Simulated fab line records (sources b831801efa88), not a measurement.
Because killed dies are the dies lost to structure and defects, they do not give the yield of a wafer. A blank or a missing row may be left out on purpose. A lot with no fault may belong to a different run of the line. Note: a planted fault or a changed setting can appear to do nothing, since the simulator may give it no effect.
fab line records ; flow sky130
record lots=12; wafers=36; lastDay=50
route steps=708 shown VIA3@593 METAL4@602 CAP2M@615 PAD_OPEN@708
lots that met no fault: from a run of the same line without faults
startH: hours from the record's first day to the start of the lot's first wafer shown ; waitH: time in hours since the lot's previous step ; " unchanged from the row above ; L1.1+2: one row covering several wafers at once ; - either no value or no given start ; * or withheld: withheld ; < > ~ a bound
route shown NAME@n: names a module that has steps shown in the file, with the first one's number in the route ; usual: mean and standard deviation over wafers with no fault ; same: alike in all rows ; chamber/n: place in a boat ; sites: readings site by site ; _std_site: the standard deviation of these ; _edge_site: the outer-site mean with the inner-site mean subtracted ; radiusMm: how far each site lies from the wafer's centre ; mask NAME#n: copy n ; behind: the most recent tool/chamber to have shaped the wafer ; hold: reason for holding the lot/hours on hold/outcome of the hold ; device: the n, p or np transistor that did not switch ; end of line: the route-end tests of the same wafers ; for a step that has no rows: nothing shown but its recipe ; killed: not the wafer's yield, but the dies lost to structure and defects at the first sort ; map: a wafer's dies, marking killed ones x, the rest . and places with no die _
set.NAME: the setting that was run; set.NAME@STEP: the one run at that earlier step ; model.NAME: the simulator's own value behind a step, which no gauge read
one table for each step of the route and one row for each wafer, over a sample of lots
services: from which hour (startH, from the record's first day; less than 0 if before it) a tool's chamber was out of use, for how many hours, and why
## steps
# step SKY_VIA3_SPUTTER_20
# recipe material=TiN; targetThkNm=20; chamberPressurePa=5; powerW=4000; timeS=80
# usual throttleValvePct=29.8/1.4
lot.wafer;tool;chamber;startH;waitH;throttleValvePct
L921.2;pvdSputter-01;-;935.82;0.0;30.1
L921.3;pvdSputter-01;-;935.82;0.0;29.5
L921.6;pvdSputter-01;-;935.82;0.0;30.2
L922.1;pvdSputter-03;-;943.62;0.0;29.0
L922.2;pvdSputter-03;-;943.62;0.0;27.2
L922.5;pvdSputter-03;-;943.62;0.0;32.2
L923.1;pvdSputter-01;-;959.21;0.0;29.6
L923.2;pvdSputter-01;-;959.21;0.0;29.4
L923.6;pvdSputter-01;-;959.21;0.0;29.3
L926.3;pvdSputter-02;-;972.12;0.0;30.6
L926.4;pvdSputter-02;-;972.12;0.0;29.6
L926.6;pvdSputter-02;-;972.12;0.0;30.4
L927.1;pvdSputter-03;-;982.54;0.0;27.6
L927.5;pvdSputter-03;-;982.54;0.0;32.3
L927.6;pvdSputter-03;-;982.54;0.0;27.7
L930.1;pvdSputter-01;-;1002.91;0.0;29.5
L930.2;pvdSputter-01;-;1002.91;0.0;29.7
L930.6;pvdSputter-01;-;1002.91;0.0;29.3
L929.2;pvdSputter-03;-;1006.37;0.0;27.6
L929.3;pvdSputter-03;-;1006.37;0.0;27.6
L929.5;pvdSputter-03;-;1006.37;0.0;29.1
L932.2;pvdSputter-03;-;1015.07;0.0;29.1
L932.4;pvdSputter-03;-;1015.07;0.0;27.3
L932.5;pvdSputter-03;-;1015.07;0.0;27.3
L935.1;pvdSputter-03;-;1036.62;0.0;31.9
L935.2;pvdSputter-03;-;1036.62;0.0;27.6
L935.5;pvdSputter-03;-;1036.62;0.0;31.9
L937.4;pvdSputter-01;-;1050.56;0.0;29.5
L937.5;pvdSputter-01;-;1050.56;0.0;30.4
L937.6;pvdSputter-01;-;1050.56;0.0;29.4
L942.1;pvdSputter-01;-;1082.38;0.0;30.2
L942.4;pvdSputter-01;-;1082.38;0.0;29.6
L942.5;pvdSputter-01;-;1082.38;0.0;29.9
L943.3;pvdSputter-03;-;1088.39;0.0;27.4
L943.4;pvdSputter-03;-;1088.39;0.0;29.2
L943.6;pvdSputter-03;-;1088.39;0.0;28.9
# step SKY_METAL4_SPUTTER_04
# recipe material=TiN; targetThkNm=70; powerW=6500; timeS=58.3; chamberPressurePa=0.4
# usual throttleValvePct=30.0/1.6
lot.wafer;tool;chamber;startH;waitH;throttleValvePct
L921.2;pvdSputter-03;-;936.59;0.0;32.0
L921.3;pvdSputter-03;-;936.59;0.0;27.6
L921.6;pvdSputter-03;-;936.59;0.0;27.2
L922.1;pvdSputter-04;-;944.39;0.0;31.0
L922.2;pvdSputter-04;-;944.39;0.0;31.1
L922.5;pvdSputter-04;-;944.39;0.0;28.2
L923.1;pvdSputter-03;-;960.25;0.0;27.4
L923.2;pvdSputter-03;-;960.25;0.0;31.9
L923.6;pvdSputter-03;-;960.25;0.0;31.9
L926.3;pvdSputter-04;-;972.89;0.0;31.1
L926.4;pvdSputter-04;-;972.89;0.0;31.0
L926.6;pvdSputter-04;-;972.89;0.0;31.2
L927.1;pvdSputter-03;-;983.31;0.0;29.3
L927.5;pvdSputter-03;-;983.31;0.0;32.0
L927.6;pvdSputter-03;-;983.31;0.0;27.3
L930.1;pvdSputter-04;-;1003.70;0.0;28.2
L930.2;pvdSputter-04;-;1003.70;0.0;30.7
L930.6;pvdSputter-04;-;1003.70;0.0;31.5
L929.2;pvdSputter-04;-;1007.13;0.0;30.7
L929.3;pvdSputter-04;-;1007.13;0.0;31.4
L929.5;pvdSputter-04;-;1007.13;0.0;27.9
L932.2;pvdSputter-04;-;1016.26;0.0;31.0
L932.4;pvdSputter-04;-;1016.26;0.0;28.3
L932.5;pvdSputter-04;-;1016.26;0.0;31.1
L935.1;pvdSputter-01;-;1037.39;0.0;29.6
L935.2;pvdSputter-01;-;1037.39;0.0;31.4
L935.5;pvdSputter-01;-;1037.39;0.0;30.3
L937.4;pvdSputter-04;-;1051.33;0.0;30.9
L937.5;pvdSputter-04;-;1051.33;0.0;30.9
L937.6;pvdSputter-04;-;1051.33;0.0;31.4
L942.1;pvdSputter-04;-;1083.15;0.0;28.0
L942.4;pvdSputter-04;-;1083.15;0.0;31.2
L942.5;pvdSputter-04;-;1083.15;0.0;28.2
L943.3;pvdSputter-03;-;1089.20;0.0;32.1
L943.4;pvdSputter-03;-;1089.20;0.0;27.4
L943.6;pvdSputter-03;-;1089.20;0.0;27.6
# step SKY_CAP2M_OVL_MEAS_12
# usual CAP2M_OVL=0.9/1.4
lot.wafer;tool;chamber;startH;waitH;CAP2M_OVL[nm]
L921.2;overlay-02;-;961.30;0.1;0.4
L921.3;overlay-02;-;961.30;0.1;-0.6
L921.6;overlay-02;-;961.30;0.1;0.9
L922.1;overlay-01;-;969.07;0.1;-0.9
L922.2;overlay-01;-;969.07;0.1;-0.4
L922.5;overlay-01;-;969.07;0.1;-0.7
L923.1;overlay-02;-;983.97;0.1;0.6
L923.2;overlay-02;-;983.97;0.1;0.6
L923.6;overlay-02;-;983.97;0.1;0.5
L926.3;overlay-02;-;996.96;0.1;0.9
L926.4;overlay-02;-;996.96;0.1;1.1
L926.6;overlay-02;-;996.96;0.1;0.9
L927.1;overlay-02;-;1006.77;0.1;1.7
L927.5;overlay-02;-;1006.77;0.1;1.5
L927.6;overlay-02;-;1006.77;0.1;2.0
L930.1;overlay-01;-;1026.12;0.1;-0.9
L930.2;overlay-01;-;1026.12;0.1;0.5
L930.6;overlay-01;-;1026.12;0.1;-0.8
L929.2;overlay-02;-;1030.53;0.1;2.5
L929.3;overlay-02;-;1030.53;0.1;3.5
L929.5;overlay-02;-;1030.53;0.1;3.2
L932.2;overlay-02;-;1039.28;0.1;2.7
L932.4;overlay-02;-;1039.28;0.1;0.9
L932.5;overlay-02;-;1039.28;0.1;1.1
L935.1;overlay-02;-;1059.92;0.1;-0.4
L935.2;overlay-02;-;1059.92;0.1;-0.4
L935.5;overlay-02;-;1059.92;0.1;-1.1
L937.4;overlay-02;-;1072.94;0.1;2.0
L937.5;overlay-02;-;1072.94;0.1;0.7
L937.6;overlay-02;-;1072.94;0.1;1.2
L942.1;overlay-02;-;1103.67;0.1;1.8
L942.4;overlay-02;-;1103.67;0.1;1.3
L942.5;overlay-02;-;1103.67;0.1;1.1
L943.3;overlay-02;-;1110.04;0.1;2.8
L943.4;overlay-02;-;1110.04;0.1;2.7
L943.6;overlay-02;-;1110.04;0.1;2.1
# step SKY_CAP2M_STRIP_14
# recipe chemistry=O2/N2; powerW=1400; pressureMtorr=1500; platenTempC=withheld; o2FlowSccm=3000; n2FlowSccm=300; overashFraction=0.5
# usual drypumpMotorCurrentA=5.58/0.29; o2FlowSccm=3000/9.2; oesProductAu=0.710/0.0045; stripTimeToEndpointS=12.66/0.034
lot.wafer;tool;chamber;startH;waitH;drypumpMotorCurrentA;o2FlowSccm;oesProductAu;rfHoursCounterH;stripTimeToEndpointS
L921.2;plasmaAsher-02;0;961.48;0.1;5.19;2997;0.709;21;12.64
L921.3;plasmaAsher-02;1;961.48;0.1;5.90;2982;0.714;-;12.71
L921.6;plasmaAsher-02;0;961.48;0.1;5.16;3009;0.709;-;12.65
L922.1;plasmaAsher-01;1;969.18;0.1;5.76;3006;0.708;84;12.67
L922.2;plasmaAsher-01;0;969.18;0.1;5.49;3002;0.706;84;12.64
L922.5;plasmaAsher-01;0;969.18;0.1;5.47;2992;0.710;-;12.61
L923.1;plasmaAsher-01;1;984.08;0.1;5.75;3002;0.706;85;12.71
L923.2;plasmaAsher-01;0;984.08;0.1;5.49;2996;0.709;85;12.75
L923.6;plasmaAsher-01;0;984.08;0.1;5.49;3002;0.715;-;12.72
L926.3;plasmaAsher-01;1;997.09;0.1;5.73;3002;0.700;-;12.65
L926.4;plasmaAsher-01;0;997.09;0.1;5.47;2982;0.709;-;12.63
L926.6;plasmaAsher-01;0;997.09;0.1;5.46;2989;0.705;-;12.70
L927.1;plasmaAsher-02;0;1006.88;0.1;5.18;2990;0.705;25;12.62
L927.5;plasmaAsher-02;1;1006.88;0.1;5.90;2993;0.706;-;12.60
L927.6;plasmaAsher-02;0;1006.88;0.1;5.19;2992;0.703;-;12.65
L930.1;plasmaAsher-01;1;1026.23;0.1;5.75;2988;0.704;89;12.65
L930.2;plasmaAsher-01;0;1026.23;0.1;5.47;3005;0.705;89;12.60
L930.6;plasmaAsher-01;1;1026.23;0.1;5.75;2978;0.718;-;12.68
L929.2;plasmaAsher-01;0;1030.63;0.1;5.47;3010;0.713;90;12.62
L929.3;plasmaAsher-01;1;1030.63;0.1;5.76;3010;0.713;-;12.67
L929.5;plasmaAsher-01;1;1030.63;0.1;5.74;3011;0.708;-;12.68
L932.2;plasmaAsher-01;0;1039.38;0.1;5.50;3013;0.713;91;12.69
L932.4;plasmaAsher-01;0;1039.38;0.1;5.48;3004;0.708;-;12.67
L932.5;plasmaAsher-01;1;1039.38;0.1;5.75;2402;0.697;-;12.80
L935.1;plasmaAsher-01;1;1060.03;0.1;5.78;2406;0.709;93;12.80
L935.2;plasmaAsher-01;0;1060.03;0.1;5.47;3014;0.712;93;12.67
L935.5;plasmaAsher-01;1;1060.03;0.1;5.76;2395;0.703;-;12.79
L937.4;plasmaAsher-02;0;1073.07;0.1;5.15;3014;0.712;-;12.68
L937.5;plasmaAsher-02;0;1073.07;0.1;5.19;3005;0.702;-;12.66
L937.6;plasmaAsher-02;1;1073.07;0.1;5.93;2998;0.710;-;12.64
L942.1;plasmaAsher-02;0;1103.79;0.1;5.19;2992;0.710;35;12.68
L942.4;plasmaAsher-02;1;1103.79;0.1;5.93;2999;0.718;-;12.69
L942.5;plasmaAsher-02;1;1103.79;0.1;5.93;2993;0.714;-;12.68
L943.3;plasmaAsher-02;0;1110.18;0.1;5.22;2991;0.717;-;12.68
L943.4;plasmaAsher-02;1;1110.18;0.1;5.89;2993;0.711;-;12.61
L943.6;plasmaAsher-02;1;1110.18;0.1;5.86;2989;0.714;-;12.64
# step SKY_PAD_OPEN_PROBE_99
# usual defectLimitedYield=82.6/1.7; killed_at_M0_to_M3=43/6.5; killed_at_M4_up=3.2/1.9; killedAtContacts=25/5.5; killedAtFrontEnd=14/4.2; killedAtOther=0.2/0.44; killedDies=85/8.5; killedOpen=47/7; killedShort=39/6.3; sort_bin_3_pad_short=0.9/0.46; sort_bin_5_function=10.3/1.4; sort_bin_6_memory=6.2/1.2; sortNPass=407/8.5; sortYieldPct=82.6/1.7
# same grossDies=492; killedAtBackSide=0; sort_bin_4_leakage[%]=0; sort_bin_8_speed[%]=0
lot.wafer;tool;chamber;startH;waitH;defectLimitedYield[%];killed_at_M0_to_M3;killed_at_M4_up;killedAtContacts;killedAtFrontEnd;killedAtOther;killedDies;killedOpen;killedShort;sort_bin_3_pad_short[%];sort_bin_5_function[%];sort_bin_6_memory[%];sortNPass;sortYieldPct[%]
L921.2;prober-02;-;1082.20;0.1;85.2;44;0;13;16;0;73;36;37;0.8;7.9;6.1;419;85.2
L921.3;prober-02;-;1082.25;0.2;82.1;41;3;26;18;0;88;47;41;0.8;10.2;6.9;404;82.1
L921.6;prober-02;-;1082.40;0.2;82.5;39;2;32;13;0;86;48;38;1.2;10.2;6.1;406;82.5
L922.1;prober-01;-;1089.19;0.1;81.5;45;5;25;15;1;91;49;42;1.2;12.8;4.5;401;81.5
L922.2;prober-01;-;1089.24;0.1;83.3;47;3;22;10;0;82;44;38;0.2;10.0;6.5;410;83.3
L922.5;prober-01;-;1089.39;0.2;80.5;47;4;27;18;0;96;57;39;0.8;10.0;8.7;396;80.5
L923.1;prober-02;-;1102.99;0.1;82.5;39;6;26;14;1;86;43;43;1.2;10.2;6.1;406;82.5
L923.2;prober-02;-;1103.04;0.1;80.3;39;5;35;18;0;97;66;31;0.6;11.8;7.3;395;80.3
L923.6;prober-02;-;1103.24;0.2;81.5;40;3;31;17;0;91;48;43;1.2;10.6;6.7;401;81.5
L926.3;prober-01;-;1114.74;0.2;82.1;35;4;24;25;0;88;53;35;0.6;10.0;7.3;404;82.1
L926.4;prober-01;-;1114.79;0.2;82.5;46;4;24;11;1;86;49;37;1.4;8.9;7.1;406;82.5
L926.6;prober-01;-;1114.89;0.2;83.7;36;8;15;20;1;80;38;42;0.6;10.2;5.5;412;83.7
L927.1;prober-02;-;1120.79;0.1;79.9;51;2;33;13;0;99;50;49;1.2;11.2;7.7;393;79.9
L927.5;prober-02;-;1120.99;0.2;82.7;38;4;35;8;0;85;49;36;0.4;10.2;6.7;407;82.7
L927.6;prober-02;-;1121.04;0.2;80.1;46;5;30;17;0;98;61;37;0.2;12.4;7.3;394;80.1
L930.1;prober-02;-;1136.94;0.1;86.4;39;0;18;10;0;67;39;28;1.0;7.3;5.3;425;86.4
L930.2;prober-02;-;1136.99;0.1;85.4;34;0;19;19;0;72;44;28;0.8;7.9;5.9;420;85.4
L930.6;prober-02;-;1137.19;0.2;84.3;36;4;23;12;2;77;38;39;0.6;10.4;4.7;415;84.3
L929.2;prober-01;-;1141.33;0.1;83.5;36;5;27;12;1;81;53;28;0.4;9.8;6.3;411;83.5
L929.3;prober-01;-;1141.38;0.2;80.9;41;5;36;12;0;94;54;40;0.4;12.2;6.5;398;80.9
L929.5;prober-01;-;1141.48;0.2;78.7;57;3;27;17;1;105;60;45;1.2;13.8;6.3;387;78.7
L932.2;prober-01;-;1150.88;0.1;82.1;47;3;18;20;0;88;45;43;0.8;11.0;6.1;404;82.1
L932.4;prober-01;-;1150.98;0.2;83.7;38;6;15;21;0;80;41;39;0.2;9.6;6.5;412;83.7
L932.5;prober-01;-;1151.03;0.2;84.3;31;3;23;20;0;77;34;43;0.6;9.8;5.3;415;84.3
L935.1;prober-02;-;1166.27;0.1;82.3;46;4;23;14;0;87;48;39;1.6;9.6;6.5;405;82.3
L935.2;prober-02;-;1166.32;0.1;83.1;45;2;16;20;0;83;36;47;1.2;12.0;3.7;409;83.1
L935.5;prober-02;-;1166.47;0.2;81.9;39;5;27;18;0;89;46;43;0.2;11.4;6.5;403;81.9
L937.4;prober-02;-;1178.55;0.2;81.9;43;1;21;23;1;89;52;37;1.4;9.3;7.3;403;81.9
L937.5;prober-02;-;1178.60;0.2;83.1;40;7;20;16;0;83;45;38;0.6;11.0;5.3;409;83.1
L937.6;prober-02;-;1178.65;0.2;83.1;39;6;28;10;0;83;49;34;0.4;8.7;7.7;409;83.1
L942.1;prober-01;-;1201.69;0.1;83.1;42;1;25;14;1;83;38;45;1.2;8.7;6.9;409;83.1
L942.4;prober-01;-;1201.84;0.2;82.9;42;3;32;7;0;84;48;36;1.2;9.3;6.5;408;82.9
L942.5;prober-01;-;1201.89;0.2;87.0;34;1;24;5;0;64;35;29;1.0;7.3;4.7;428;87.0
L943.3;prober-02;-;1205.85;0.2;80.7;48;2;26;19;0;95;38;57;1.0;9.8;8.5;397;80.7
L943.4;prober-02;-;1205.90;0.2;83.9;33;2;32;12;0;79;46;33;1.2;9.1;5.7;413;83.9
L943.6;prober-02;-;1206.00;0.2;84.1;34;4;22;18;0;78;49;29;0.4;9.8;5.7;414;84.1
# killed by level:class
L921.2 VIA3:geometricParticle:open=8 METAL1:geometricParticle:short=7 VIA1:geometricParticle:short=7 POLY_GATE:geometricParticle:open=5 CONTACT:geometricParticle:open=5 VIA1:geometricParticle:open=5 METAL3:geometricParticle:short=4 CONTACT:geometricParticle:short=4
L921.3 LI_CONTACT:geometricParticle:open=12 FIELD_ISO:geometricParticle:open=7 VIA2:geometricParticle:open=7 METAL3:geometricParticle:short=6 VIA1:geometricParticle:open=6 METAL1:geometricParticle:short=5 VIA1:geometricParticle:short=5 POLY_GATE:geometricParticle:open=4
L921.6 CONTACT:geometricParticle:short=10 CONTACT:geometricParticle:open=10 VIA3:geometricParticle:open=8 LI_CONTACT:geometricParticle:open=7 VIA1:geometricParticle:open=7 VIA2:geometricParticle:open=5 VIA2:geometricParticle:short=4 POLY_GATE:geometricParticle:open=3
L922.1 VIA1:geometricParticle:open=9 CONTACT:geometricParticle:open=9 CONTACT:geometricParticle:short=7 VIA3:geometricParticle:open=7 FIELD_ISO:geometricParticle:short=6 VIA2:geometricParticle:open=6 VIA1:geometricParticle:short=6 METAL2:geometricParticle:short=6
L922.2 VIA1:geometricParticle:open=13 CONTACT:geometricParticle:open=9 METAL2:geometricParticle:short=8 LOCAL_INTERCONNECT:geometricParticle:short=7 METAL1:geometricParticle:short=7 VIA2:geometricParticle:open=5 VIA2:geometricParticle:short=5 FIELD_ISO:geometricParticle:short=4
L922.5 CONTACT:geometricParticle:open=12 VIA1:geometricParticle:open=11 VIA2:geometricParticle:open=9 FIELD_ISO:geometricParticle:open=7 CONTACT:geometricParticle:short=6 LOCAL_INTERCONNECT:geometricParticle:short=5 VIA3:geometricParticle:open=5 POLY_GATE:geometricParticle:open=4
L923.1 VIA1:geometricParticle:open=11 LI_CONTACT:geometricParticle:open=8 CONTACT:geometricParticle:open=8 METAL1:geometricParticle:short=7 CONTACT:geometricParticle:short=5 VIA3:geometricParticle:open=5 POLY_CUT:geometricParticle:short=4 LI_CONTACT:geometricParticle:short=4
L923.2 CONTACT:geometricParticle:open=18 VIA1:geometricParticle:open=13 LI_CONTACT:geometricParticle:open=10 VIA2:geometricParticle:open=6 FIELD_ISO:geometricParticle:short=5 POLY_GATE:geometricParticle:open=5 FIELD_ISO:geometricParticle:open=4 METAL3:geometricParticle:short=4
L923.6 VIA2:geometricParticle:open=11 CONTACT:geometricParticle:open=10 LI_CONTACT:geometricParticle:open=7 METAL2:geometricParticle:short=7 FIELD_ISO:geometricParticle:short=5 CONTACT:geometricParticle:short=5 METAL1:geometricParticle:short=5 FIELD_ISO:geometricParticle:open=4
L926.3 CONTACT:geometricParticle:open=10 FIELD_ISO:geometricParticle:open=9 VIA1:geometricParticle:open=8 VIA2:geometricParticle:open=7 POLY_GATE:geometricParticle:short=6 VIA3:geometricParticle:open=6 LI_CONTACT:geometricParticle:open=5 CONTACT:geometricParticle:short=5
L926.4 VIA1:geometricParticle:open=10 VIA2:geometricParticle:open=10 CONTACT:geometricParticle:open=8 CONTACT:geometricParticle:short=6 VIA3:geometricParticle:open=6 LI_CONTACT:geometricParticle:open=5 METAL1:geometricParticle:short=5 VIA1:geometricParticle:short=5
L926.6 FIELD_ISO:geometricParticle:short=8 METAL4:geometricParticle:short=7 CONTACT:geometricParticle:open=7 VIA2:geometricParticle:open=7 VIA3:geometricParticle:short=6 VIA3:geometricParticle:open=6 VIA1:geometricParticle:open=4 SPACER:geometricParticle:short=3
L927.1 CONTACT:geometricParticle:open=15 VIA1:geometricParticle:open=10 VIA2:geometricParticle:open=8 METAL2:geometricParticle:short=7 VIA3:geometricParticle:short=7 VIA2:geometricParticle:short=6 CONTACT:geometricParticle:short=5 LOCAL_INTERCONNECT:geometricParticle:short=5
L927.5 LI_CONTACT:geometricParticle:open=12 CONTACT:geometricParticle:short=8 VIA1:geometricParticle:open=8 CONTACT:geometricParticle:open=7 VIA3:geometricParticle:open=5 LI_CONTACT:geometricParticle:short=5 METAL2:geometricParticle:short=5 VIA2:geometricParticle:open=4
L927.6 LI_CONTACT:geometricParticle:open=13 VIA1:geometricParticle:open=10 VIA2:geometricParticle:open=10 VIA1:geometricParticle:short=6 LOCAL_INTERCONNECT:geometricParticle:short=5 CONTACT:geometricParticle:open=5 FIELD_ISO:geometricParticle:open=4 CONTACT:geometricParticle:short=4
L930.1 CONTACT:geometricParticle:open=8 VIA3:geometricParticle:open=7 VIA2:geometricParticle:open=6 METAL1:geometricParticle:short=6 VIA1:geometricParticle:open=6 VIA3:geometricParticle:short=5 VIA1:geometricParticle:short=4 FIELD_ISO:geometricParticle:open=3
L930.2 VIA1:geometricParticle:open=12 LI_CONTACT:geometricParticle:open=8 CONTACT:geometricParticle:open=8 FIELD_ISO:geometricParticle:short=5 FIELD_ISO:geometricParticle:open=5 VIA3:geometricParticle:open=4 METAL1:geometricParticle:short=3 VIA1:geometricParticle:short=3
L930.6 VIA3:geometricParticle:open=10 CONTACT:geometricParticle:short=9 CONTACT:geometricParticle:open=6 LI_CONTACT:geometricParticle:open=5 POLY_GATE:geometricParticle:open=4 VIA2:geometricParticle:open=4 METAL3:geometricParticle:short=4 VIA2:geometricParticle:short=4
L929.2 LI_CONTACT:geometricParticle:open=14 VIA2:geometricParticle:open=11 CONTACT:geometricParticle:open=8 VIA3:geometricParticle:open=6 METAL2:geometricParticle:short=5 POLY_GATE:geometricParticle:open=4 POLY_GATE:geometricParticle:short=4 VIA1:geometricParticle:open=3
L929.3 VIA1:geometricParticle:open=15 LI_CONTACT:geometricParticle:open=11 CONTACT:geometricParticle:open=11 VIA3:geometricParticle:open=6 CONTACT:geometricParticle:short=6 POLY_GATE:geometricParticle:short=5 LI_CONTACT:geometricParticle:short=4 LOCAL_INTERCONNECT:geometricParticle:short=4
L929.5 LI_CONTACT:geometricParticle:open=12 VIA1:geometricParticle:open=12 VIA1:geometricParticle:short=11 CONTACT:geometricParticle:open=8 METAL2:geometricParticle:short=7 VIA3:geometricParticle:open=7 METAL1:geometricParticle:short=6 VIA2:geometricParticle:open=5
L932.2 VIA3:geometricParticle:open=11 VIA1:geometricParticle:open=11 POLY_GATE:geometricParticle:short=7 CONTACT:geometricParticle:open=6 VIA1:geometricParticle:short=6 VIA2:geometricParticle:open=6 FIELD_ISO:geometricParticle:short=4 LOCAL_INTERCONNECT:geometricParticle:short=4
L932.4 VIA1:geometricParticle:open=9 FIELD_ISO:geometricParticle:open=7 CONTACT:geometricParticle:open=6 VIA2:geometricParticle:open=6 POLY_GATE:geometricParticle:open=5 CONTACT:geometricParticle:short=5 VIA1:geometricParticle:short=5 METAL4:geometricParticle:short=5
L932.5 LI_CONTACT:geometricParticle:open=10 POLY_GATE:geometricParticle:short=8 CONTACT:geometricParticle:open=7 METAL1:geometricParticle:short=6 FIELD_ISO:geometricParticle:short=5 VIA1:geometricParticle:open=5 VIA1:geometricParticle:short=4 VIA2:geometricParticle:open=4
L935.1 VIA1:geometricParticle:open=13 VIA2:geometricParticle:open=9 METAL1:geometricParticle:short=7 LI_CONTACT:geometricParticle:open=7 CONTACT:geometricParticle:open=6 FIELD_ISO:geometricParticle:open=5 CONTACT:geometricParticle:short=5 METAL2:geometricParticle:short=4
L935.2 POLY_GATE:geometricParticle:short=8 CONTACT:geometricParticle:open=7 METAL2:geometricParticle:short=7 VIA3:geometricParticle:short=7 VIA1:geometricParticle:open=6 VIA1:geometricParticle:short=5 LI_CONTACT:geometricParticle:open=5 METAL1:geometricParticle:short=5
L935.5 CONTACT:geometricParticle:open=15 VIA2:geometricParticle:open=8 VIA1:geometricParticle:short=8 FIELD_ISO:geometricParticle:open=6 LOCAL_INTERCONNECT:geometricParticle:short=6 VIA1:geometricParticle:open=5 METAL1:geometricParticle:short=4 METAL2:geometricParticle:short=4
L937.4 VIA1:geometricParticle:open=12 FIELD_ISO:geometricParticle:open=8 CONTACT:geometricParticle:open=7 VIA3:geometricParticle:open=7 FIELD_ISO:geometricParticle:short=6 VIA2:geometricParticle:open=6 METAL1:geometricParticle:short=5 POLY_GATE:geometricParticle:short=4
L937.5 VIA1:geometricParticle:open=12 LI_CONTACT:geometricParticle:open=7 CONTACT:geometricParticle:open=7 VIA2:geometricParticle:short=6 POLY_GATE:geometricParticle:open=5 VIA1:geometricParticle:short=5 METAL2:geometricParticle:short=5 FIELD_ISO:geometricParticle:short=4
L937.6 VIA1:geometricParticle:open=12 VIA2:geometricParticle:open=9 CONTACT:geometricParticle:open=8 METAL2:geometricParticle:short=7 LI_CONTACT:geometricParticle:open=7 LOCAL_INTERCONNECT:geometricParticle:short=7 FIELD_ISO:geometricParticle:open=4 CONTACT:geometricParticle:short=4
L942.1 CONTACT:geometricParticle:open=8 VIA1:geometricParticle:open=8 VIA3:geometricParticle:open=7 VIA1:geometricParticle:short=7 POLY_GATE:geometricParticle:short=6 CONTACT:geometricParticle:short=5 LI_CONTACT:geometricParticle:short=4 LI_CONTACT:geometricParticle:open=4
L942.4 VIA1:geometricParticle:open=10 CONTACT:geometricParticle:open=9 METAL1:geometricParticle:short=8 LI_CONTACT:geometricParticle:open=7 LOCAL_INTERCONNECT:geometricParticle:short=6 VIA2:geometricParticle:open=6 VIA3:geometricParticle:open=6 CONTACT:geometricParticle:short=5
L942.5 CONTACT:geometricParticle:open=9 METAL1:geometricParticle:short=7 METAL2:geometricParticle:short=7 CONTACT:geometricParticle:short=5 VIA1:geometricParticle:open=5 METAL2:geometricParticle:open=5 FIELD_ISO:geometricParticle:short=4 LI_CONTACT:geometricParticle:open=4
L943.3 METAL1:geometricParticle:short=9 METAL2:geometricParticle:short=9 LI_CONTACT:geometricParticle:open=8 CONTACT:geometricParticle:open=8 VIA1:geometricParticle:short=6 METAL3:geometricParticle:short=6 FIELD_ISO:geometricParticle:open=5 FIELD_ISO:geometricParticle:short=5
L943.4 CONTACT:geometricParticle:short=13 VIA1:geometricParticle:open=12 CONTACT:geometricParticle:open=10 VIA2:geometricParticle:open=7 LI_CONTACT:geometricParticle:open=6 FIELD_ISO:geometricParticle:short=4 METAL1:geometricParticle:short=4 VIA3:geometricParticle:open=4
L943.6 FIELD_ISO:geometricParticle:open=9 CONTACT:geometricParticle:open=7 VIA1:geometricParticle:open=7 LI_CONTACT:geometricParticle:open=6 POLY_GATE:geometricParticle:open=4 METAL1:geometricParticle:open=4 METAL2:geometricParticle:short=4 VIA3:geometricParticle:open=4
## services
tool;chamber;startH;hours;kind
plasmaAsher-01;-;977.57;0.7;repair
plasmaAsher-01;-;987.59;0.6;repair
pvdSputter-03;-;1025.08;1.1;repair
plasmaAsher-02;-;1034.80;1.3;repair
pvdSputter-03;-;1108.24;7.5;repair
## key
firstSign step=SKY_CAP2M_STRIP_14; reading=o2FlowSccm; direction=down; sigmas=65; usual=3000; struck=2401
effect step=SKY_CAP2M_STRIP_14; reading=stripTimeToEndpointS; direction=up; sigmas=4; usual=*; struck=*
metAt SKY_CAP2M_STRIP_14
struckLots L932,L935
struckWafers L932.5,L935.1,L935.5
notActingAt SKY_VIA3_SPUTTER_20,SKY_METAL4_SPUTTER_04,SKY_CAP2M_OVL_MEAS_12
onsetBetween 1030.63 1039.38
fault kind=processParameterDrift; tool=plasmaAsher-01; chamber=1; onsetH=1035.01; steps=SKY_CAP2M_STRIP_14; channel=o2FlowSccm; offset=-600; shape=step; endH=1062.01; actsIn=theseRecipesOnly; stated=3000
